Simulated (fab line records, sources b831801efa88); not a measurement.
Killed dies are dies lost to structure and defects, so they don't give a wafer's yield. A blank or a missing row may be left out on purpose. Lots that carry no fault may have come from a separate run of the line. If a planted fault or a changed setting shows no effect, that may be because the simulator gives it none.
One fault through the eyes of 2 desks || flow gf180mcu || each desk has only its own numbers; what lay behind them comes last

## THE TOOL OWNER'S DESK: implanter-03
GF_VT_IMPLANT_IMPLANT_41, tool's own readings: per-lot mean of the sampled wafers with a number, covering each lot this tool ran. The brackets show how far a lot's mean lies from the usual mean; more than 4 standard deviations puts the lot out of limits, marked OUT.
Columns: A = beam on s at GF_VT_IMPLANT_IMPLANT_41, usual 10.03 s; B = faraday current uA at GF_VT_IMPLANT_IMPLANT_41, usual 5.70
{"lot": "L817", "first seen here": "day 7 21:47", "A": 9.96, "B": 5.74}
{"lot": "L822", "first seen here": "day 9 19:23", "A": 10.17, "B": 5.61}
{"lot": "L821", "first seen here": "day 9 21:58", "A": 10.06, "B": 5.67}
{"lot": "L823", "first seen here": "day 10 05:46", "A": 9.94, "B": 5.74}
{"lot": "L827", "first seen here": "day 11 07:07", "A": 10.45, "B": 5.48}
{"lot": "L837", "first seen here": "day 13 17:26", "A": 9.96, "B": 5.71}
This desk found nothing out of limits on any of the 6 lots.

## METROLOGY DESK
What the gauges read, lot by lot, whatever tool the lot ran on: means of the sampled wafers that have a number. The brackets show how far a lot's mean lies from the usual mean; more than 4 standard deviations puts the lot out of limits, marked OUT.
Columns: A = cd nm at GF_STI_CD_MEAS_12, usual 219.6 nm; B = VT_IMPLANT_4_TW at GF_VT_IMPLANT_TW_MEAS_43, usual 695; C = DUAL_GATE_OXIDATION_00_THK at GF_DUAL_GATE_THK_MEAS_03, usual 10.93 nm
{"lot": "L816", "first seen here": "day 2 06:18", "A": 220.4, "B": 699, "C": 11.15}
{"lot": "L817", "first seen here": "day 2 11:01", "A": 221.0, "B": 692, "C": 11.33}
{"lot": "L818", "first seen here": "day 2 17:27", "A": 219.0, "B": 692, "C": 10.98}
{"lot": "L819", "first seen here": "day 2 21:22", "A": 221.1, "B": 698, "C": 10.85}
{"lot": "L820", "first seen here": "day 3 02:55", "A": 218.7, "B": 696, "C": 11.13}
{"lot": "L821", "first seen here": "day 3 08:13", "A": 220.9, "B": 692, "C": 10.86}
{"lot": "L822", "first seen here": "day 3 13:22", "A": 220.4, "B": 691, "C": 11.21}
{"lot": "L823", "first seen here": "day 3 20:31", "A": 218.0, "B": 692, "C": 10.92}
{"lot": "L827", "first seen here": "day 4 20:58", "A": 218.6, "B": 706, "C": 11.02}
{"lot": "L834", "first seen here": "day 6 03:28", "A": 219.3, "B": 696, "C": 10.75}
{"lot": "L835", "first seen here": "day 6 08:38", "A": 219.4, "B": 693, "C": 10.58}
{"lot": "L837", "first seen here": "day 6 18:49", "A": 221.0, "B": 694, "C": 10.64}
{"lot": "L838", "first seen here": "day 7 00:55", "A": 221.5, "B": 702, "C": 11.23}
This desk found nothing out of limits on any of the 13 lots.

## TAKEN TOGETHER
The tool owner's desk saw nothing out of limits.
From the metrology desk's view, nothing was out of limits.

## WHAT WAS PUT IN BY THE SIMULATOR
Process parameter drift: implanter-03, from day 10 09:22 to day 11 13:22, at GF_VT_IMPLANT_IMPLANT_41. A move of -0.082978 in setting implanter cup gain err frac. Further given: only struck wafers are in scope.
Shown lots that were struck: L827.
